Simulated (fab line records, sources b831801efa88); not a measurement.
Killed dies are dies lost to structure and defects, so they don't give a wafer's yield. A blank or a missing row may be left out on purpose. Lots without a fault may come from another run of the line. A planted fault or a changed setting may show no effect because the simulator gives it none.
A struck lot beside a sound one | flow gf180mcu | 14 steps out of a route of 602
Sound: wafers L903.2, L903.3, L903.6. Struck: wafers L895.1, L895.4, L895.5. The cause comes at the end.
At each step with rows: each side's tool, then ch and its chambers, then its first start. Under that, the readings that differ: sound wafers | struck wafers | difference of the means | sigmas: that difference in standard deviations of wafers without a fault.
alike: readings whose means differ by less than 2 such deviations, and words and numbers that are the same on both sides. not compared: withheld readings, readings that some wafer has no value for, bounds like >300 that may hide the same value, and numbers for which the record gives no deviation and whose values overlap.
The two part at a step that has a row with sigmas, a row that says differs or no value, or rows on one side only. Numbers that don't overlap but have no deviation are shown without sigmas and don't part them. A reading that every wafer of one side lacks parts them only if that side has two wafers or more.

GF_PSD_STRIP_10: strips in O2/N2.
  sound on plasma_asher-03 ch 0,1, day 20 23:07; struck on plasma_asher-04 ch 0,1, day 18 04:29
  alike: drypump_motor_current_A, heater_power_w, oes_product_au, strip_time_to_endpoint_s
  not compared: rf_hours_counter_h
GF_PSD_TW_MEAS_11:
  sound on film_metro-01, day 20 23:13; struck on film_metro-01, day 18 04:35
  alike: PSD_TW
then, 1 step without rows for these wafers: GF_PSD_CLEAN_12 (cleans in SC1/SC2, time 150 s).
GF_PSD_RTA_13: time 20 s.
  sound on rtp_anneal-01 ch 0, day 20 23:20; struck on rtp_anneal-01 ch 0, day 18 04:42
  alike: lamp_power_pct, wafer_temp_C_max
GF_PSD_RS_MEAS_14: measures by four-point-probe.
  sound on film_metro-01, day 20 23:25; struck on film_metro-01, day 18 04:47
  alike: NSD_RS
GF_PSD_RS_MEAS_15: measures by four-point-probe.
  sound on film_metro-01, day 20 23:32; struck on film_metro-01, day 18 04:54
  alike: PSD_RS
GF_SAB_CVD_00: deposits SiO2 from TEOS, target thk 50 nm, time 4.9302 s.
  sound on pecvd-04 ch 0,2, day 20 23:38; struck on pecvd-04 ch 0,1,2, day 18 05:01
  alike: heater_power_w
  not compared: since_wet_clean_h
GF_SAB_THK_MEAS_01:
  sound on film_metro-02, day 20 23:40; struck on film_metro-02, day 18 05:02
  alike: SAB_CVD_00_THK
then, 4 steps without rows for these wafers: GF_SAB_DEHYDRATE_02 (time 60 s); GF_SAB_HMDS_03 (prime time 60 s); GF_SAB_COAT_04 (resist thk 1000 nm); GF_SAB_SOFTBAKE_05 (time 60 s).
GF_SAB_EXPOSE_06: exposes mask SAB, target cd 420 nm.
  sound on iline_stepper-02 ch 0, day 21 11:25; struck on iline_stepper-02, day 18 17:04
  no value came back on the struck wafers for exposure_dose_mJ_cm2, focus_offset_nm (nm), na; on the sound wafers exposure_dose_mJ_cm2 reads 140.04 140.33 139.97
  alike: mask
then, 1 step without rows for these wafers: GF_SAB_PEB_07.

WHERE THEY PART
Only at GF_SAB_EXPOSE_06, within this record.

WHY: what the simulator had put in
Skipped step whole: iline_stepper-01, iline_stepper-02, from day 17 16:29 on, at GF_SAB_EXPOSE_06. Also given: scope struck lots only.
